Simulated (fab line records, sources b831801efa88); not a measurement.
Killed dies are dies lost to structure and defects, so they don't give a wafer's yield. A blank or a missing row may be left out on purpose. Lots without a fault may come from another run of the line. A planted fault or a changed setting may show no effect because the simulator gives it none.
Chamber matching | flow gf180mcu | GF_V3_CMP_26 on cmp-02: 4 sister chambers
The step polishes, stops on SiO2, t overpolish 15 s, target thk 0 nm. 16 wafers are shown with their chamber, then 8 later ones without.

WAFERS WITH THEIR CHAMBER
wafer  | chamber | time_to_endpoint_s (s) | motor_current_A (A) | overpolish_run_s (s)
L627.4 | 3       | 81                     | 10.8                | 14.995
L627.5 | 0       | 86                     | 11.0                | 15.003
L627.6 | 3       | 81                     | 11.0                | 14.986
L628.3 | 3       | 84                     | 11.5                | 15.005
L628.5 | 3       | 82                     | 11.5                | 15.005
L628.6 | 2       | 89                     | 10.9                | 15.005
L630.1 | 3       | 84                     | 11.7                | 15.005
L630.2 | 1       | 88                     | 11.5                | 15.005
L630.4 | 2       | 90                     | 11.0                | 14.984
L633.2 | 3       | 80                     | 11.0                | 14.991
L633.3 | 0       | 85                     | 10.5                | 15.007
L633.6 | 2       | 88                     | 10.8                | 15.002
L634.2 | 1       | 89                     | 11.8                | 14.993
L634.4 | 0       | 88                     | 11.3                | 14.996
L634.6 | 2       | 90                     | 10.2                | 14.986
L637.3 | 3       | 78                     | 11.1                | 15.009

SIGNATURES (means of the wafers above)
reading            | chamber 0 | chamber 1 | chamber 2 | chamber 3 | scatter within a chamber
time_to_endpoint_s | 86.33     | 88.50     | 89.25     | 81.43     | 1.72
motor_current_A    | 10.933    | 11.650    | 10.725    | 11.229    | 0.346
overpolish_run_s   | 15.00200  | 14.99900  | 14.99425  | 14.99943  | 0.00884
Rule: a wafer's distance from a chamber is the root of the sum, over the readings, of the square of ((its reading less the chamber's mean) divided by the reading's scatter). The wafer belongs to the nearest chamber; if the next one is less than 2 further off, it can't be placed. The scatter: the root of (the sum of the squares of (reading less its chamber's mean) over the shown wafers, divided by (wafers less chambers)).

WAFERS WITHOUT THEIR CHAMBER
wafer  | time_to_endpoint_s (s) | motor_current_A (A) | overpolish_run_s (s)
L637.4 | 86                     | 10.9                | 14.994
L637.5 | 83                     | 10.4                | 15.002
L642.2 | 87                     | 11.1                | 15.006
L642.3 | 88                     | 11.6                | 14.999
L642.5 | 91                     | 11.1                | 15.002
L648.2 | 82                     | 11.3                | 15.010
L648.3 | 89                     | 12.2                | 14.995
L648.6 | 90                     | 10.4                | 14.993

WHICH CHAMBER EACH WENT THROUGH
wafer  | from the rows above               | in truth
L637.4 | can't be placed: 0 or 2 or 1 or 3 | 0
L637.5 | can't be placed: 0 or 3 or 2      | 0
L642.2 | can't be placed: 0 or 1 or 2      | 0
L642.3 | can't be placed: 1 or 0           | 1
L642.5 | can't be placed: 2 or 1 or 0      | 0
L648.2 | can't be placed: 3 or 0           | 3
L648.3 | 1                                 | 1
L648.6 | can't be placed: 2 or 0           | 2
Placed correctly: 1 of 8. Can't be placed from these rows: 7 (the true chamber is among the candidates in 7). Placed wrongly: 0.
